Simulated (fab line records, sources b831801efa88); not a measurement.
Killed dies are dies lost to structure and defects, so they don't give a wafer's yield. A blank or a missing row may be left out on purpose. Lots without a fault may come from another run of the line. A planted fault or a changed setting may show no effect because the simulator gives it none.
fab line records | flow sky130
record lots=6 wafers=18 last_day=51
route steps=708 shown METAL4@637 VIA4@639
lots that met no fault: from a run of the same line without faults
start_h: hours from the record's first day to the start of the lot's first wafer shown | wait_h: hours since the lot's step before | " the same as in the row above | L1.1+2: a row that stands for several wafers | - no value, or no start given | * or withheld: withheld | < > ~ a bound
route shown NAME@n: a module of which the file shows steps, and the number in the route of the first | usual: mean/standard deviation of fault-free wafers | same: alike in all rows | chamber/n: place in a boat | sites: the reading at each site | _std_site: their standard deviation | _edge_site: outer sites' mean less inner sites' | radius_mm: how far each site lies from the wafer's centre | mask NAME#n: copy n | behind: the tool/chamber that last shaped the wafer | hold: why the lot was held/for how many hours/how that ended | device: the transistor (n, p or np) that didn't switch | end of line: the same wafers' tests at the end of the route | a step without rows: its recipe alone | killed: dies lost to structure and defects at the first sort, not the wafer's yield | map: a wafer's dies, x killed, . not, _ none there
set.NAME: the setting as run; set.NAME@STEP: as run at that earlier step | model.NAME: the simulator's own value behind a step, which no gauge read
lots at some steps of the route; a table a step, a row a wafer
services: from which hour (start_h, from the record's first day; less than 0 if before it) a tool's chamber was out of use, for how many hours, and why
## steps
# step SKY_METAL4_CLEAN_21
# recipe chemistry=IPA time_s=180 temp_c=25
# step SKY_METAL4_CLEAN_22
# recipe chemistry=O3/DIW dry=n2_spin
# step SKY_VIA4_HDPCVD_00
# recipe material=SiO2 target_thk_nm=1750 sigma_open_frac=0.3 time_s=300.4 temp_c=400 sih4_flow_sccm=60 pressure_mtorr=6
# step SKY_VIA4_THK_MEAS_01
# recipe reads=SiO2_of_VIA4_HDPCVD_00
# usual VIA4_HDPCVD_THK=1807/17
# columns lot.wafer tool chamber start_h wait_h VIA4_HDPCVD_THK[nm]
L656.1 film_metro-04 - 1008.35 0.1 1806
L656.4 " - " " 1823
L656.6 " - " " 1790
L659.1 film_metro-01 - 1012.29 0.1 1812
L659.5 " - " " 1814
L659.6 " - " " 1848
L658.1 film_metro-04 - 1012.92 0.1 1800
L658.3 " - " " 1788
L658.4 " - " " 1801
L672.1 film_metro-01 - 1093.58 0.1 1845
L672.2 " - " " 1774
L672.6 " - " " 1819
L673.1 film_metro-03 - 1102.42 0.1 1811
L673.3 " - " " 1814
L673.5 " - " " 1793
L678.3 film_metro-04 - 1145.76 0.1 1803
L678.4 " - " " 1781
L678.5 " - " " 1818
# step SKY_VIA4_CMP_02
# recipe material=SiO2 down_force_psi=4 platen_rpm=60 pad_velocity_m_s=0.94248
# usual head_pressure_psi=3.998/0.0087 motor_current_A=12.4/1.3
# columns lot.wafer tool chamber start_h wait_h head_pressure_psi motor_current_A
L656.4 cmp-01 0 1008.51 0.1 3.991 13.3
L656.1 " 1 " " 4.016 14.6
L656.6 " 3 " " 3.992 11.2
L659.1 cmp-02 3 1012.35 0.1 3.988 12.3
L659.6 " 3 " " 3.991 11.9
L659.5 " 0 " " 4.006 12.3
L658.3 cmp-01 3 1013.03 0.1 3.990 10.7
L658.1 " 0 " " 4.003 13.6
L658.4 " 1 " " 3.999 14.0
L672.1 cmp-02 2 1093.74 0.1 4.012 10.2
L672.2 " 3 " " 3.997 12.3
L672.6 " 1 " " 4.001 13.1
L673.1 cmp-02 0 1102.48 0.1 4.013 13.2
L673.3 " 3 " " 4.011 11.8
L673.5 " 1 " " 4.001 13.3
L678.3 cmp-01 3 1146.01 0.2 3.996 10.5
L678.4 " 2 " " 3.987 12.2
L678.5 " 3 " " 4.002 10.6
# step SKY_VIA4_BOW_MEAS_03
# recipe mode=bow
# usual VIA4_BOW=83/8.5
# columns lot.wafer tool chamber start_h wait_h VIA4_BOW[um]
L656.1 film_metro-01 - 1008.71 0.1 89
L656.4 " - " " 80
L656.6 " - " " 81
L659.1 film_metro-03 - 1012.65 0.2 90
L659.5 " - " " 85
L659.6 " - " " 93
L658.1 film_metro-03 - 1013.28 0.1 77
L658.3 " - " " 85
L658.4 " - " " 75
L672.1 film_metro-04 - 1093.94 0.1 67
L672.2 " - " " 68
L672.6 " - " " 79
L673.1 film_metro-01 - 1102.78 0.2 82
L673.3 " - " " 83
L673.5 " - " " 71
L678.3 film_metro-04 - 1146.35 0.3 90
L678.4 " - " " 99
L678.5 " - " " 87
# step SKY_VIA4_DEHYDRATE_04
# recipe temp_c=200 time_s=60
# step SKY_VIA4_HMDS_05
# recipe prime_time_s=60 prime_temp_c=120
# step SKY_VIA4_COAT_06
# recipe resist=NOVOLAK spin_rpm=3000 resist_thk_nm=1140
# step SKY_VIA4_SOFTBAKE_07
# recipe temp_c=90 time_s=60 resist=NOVOLAK
# step SKY_VIA4_EXPOSE_08
# recipe mask_id=VIM4 na=0.6 source_shape=conventional sigma_outer=0.6 polarization=unpolarized target_cd_nm=800 dose_mj=132
# step SKY_VIA4_PEB_09
# recipe temp_c=withheld time_s=* resist=NOVOLAK
# step SKY_VIA4_DEVELOP_10
# recipe resist=NOVOLAK developer=TMAH develop_time_s=60 dev_temp_c=23
# usual chill_plate_temp_C=22.98/0.11 develop_time_s=60/0 exhaust_pa=45.1/0.96
# columns lot.wafer tool chamber start_h wait_h chill_plate_temp_C develop_time_s exhaust_pa
L656.1 litho_track-01 0 1031.29 0.1 22.74 60 44.3
L656.4 " 0 " " 22.99 60 45.9
L656.6 " 0 " " 22.90 60 45.8
L659.1 litho_track-01 - 1035.44 0.1 - - -
L659.5 " - " " - - -
L659.6 " - " " - - -
L658.1 litho_track-04 - 1036.34 0.1 - - -
L658.3 " - " " - - -
L658.4 " - " " - - -
L672.1 litho_track-04 0 1114.19 0.1 22.97 60 46.1
L672.2 " 0 " " 22.97 60 45.5
L672.6 " 0 " " 23.03 60 44.6
L673.1 litho_track-02 0 1122.54 0.1 22.87 60 43.9
L673.3 " 0 " " 22.77 60 44.6
L673.5 " 0 " " 22.94 60 43.9
L678.3 litho_track-02 0 1163.29 0.1 23.05 60 45.4
L678.4 " 0 " " 23.13 60 45.5
L678.5 " 0 " " 22.98 60 45.2
# step SKY_VIA4_OVL_MEAS_11
# usual VIA4_OVL=-0.2/1.5
# columns lot.wafer tool chamber start_h wait_h VIA4_OVL[nm]
L656.1 overlay-02 - 1031.44 0.1 -2.8
L656.4 " - " " -1.1
L656.6 " - " " -1.9
L659.1 overlay-01 - 1035.59 0.1 -
L659.5 " - " " -
L659.6 " - " " -
L658.1 overlay-01 - 1036.49 0.1 -
L658.3 " - " " -
L658.4 " - " " -
L672.1 overlay-02 - 1114.34 0.1 -2.9
L672.2 " - " " -1.8
L672.6 " - " " -2.3
L673.1 overlay-01 - 1122.69 0.1 1.0
L673.3 " - " " 1.1
L673.5 " - " " 0.7
L678.3 overlay-01 - 1163.40 0.1 3.6
L678.4 " - " " 1.3
L678.5 " - " " 2.2
## services
# columns tool chamber start_h hours kind
cmp-02 - 1024.29 14.3 pm
cmp-01 - 1027.29 1.1 repair
cmp-02 - 1084.05 4.0 pm
cmp-02 - 1088.05 - consumable_replace:conditioner
cmp-02 - 1088.05 - consumable_replace:pad
cmp-01 - 1116.32 0.7 repair
cmp-01 - 1125.40 2.9 repair
cmp-02 - 1133.78 1.0 repair
cmp-02 - 1146.38 4.9 pm
cmp-02 - 1151.69 1.2 repair
## key
first_sign step=SKY_VIA4_DEVELOP_10 reading=tool_record direction=missing
effect none on later readings
met_at SKY_VIA4_DEVELOP_10
struck_wafers L658.1,L658.3,L658.4,L659.1,L659.5,L659.6
later_rows_left_out L658.1,L658.3,L658.4,L659.1,L659.5,L659.6
sort_left_out L658.1,L658.3,L658.4,L659.1,L659.5,L659.6
onset_between 1031.29 1035.44
fault kind=skipped_step_whole tool=litho_track-01,litho_track-04 chamber=- onset_h=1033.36 steps=SKY_VIA4_DEVELOP_10 scope=struck_lots_only
# sort_left_out: the simulated sort isn't trusted on such a fault, so these wafers' sort isn't shown, and their yield isn't known
# later_rows_left_out: the simulator's readings of these wafers behind a module that went badly wrong aren't trusted and aren't shown, but for the sort
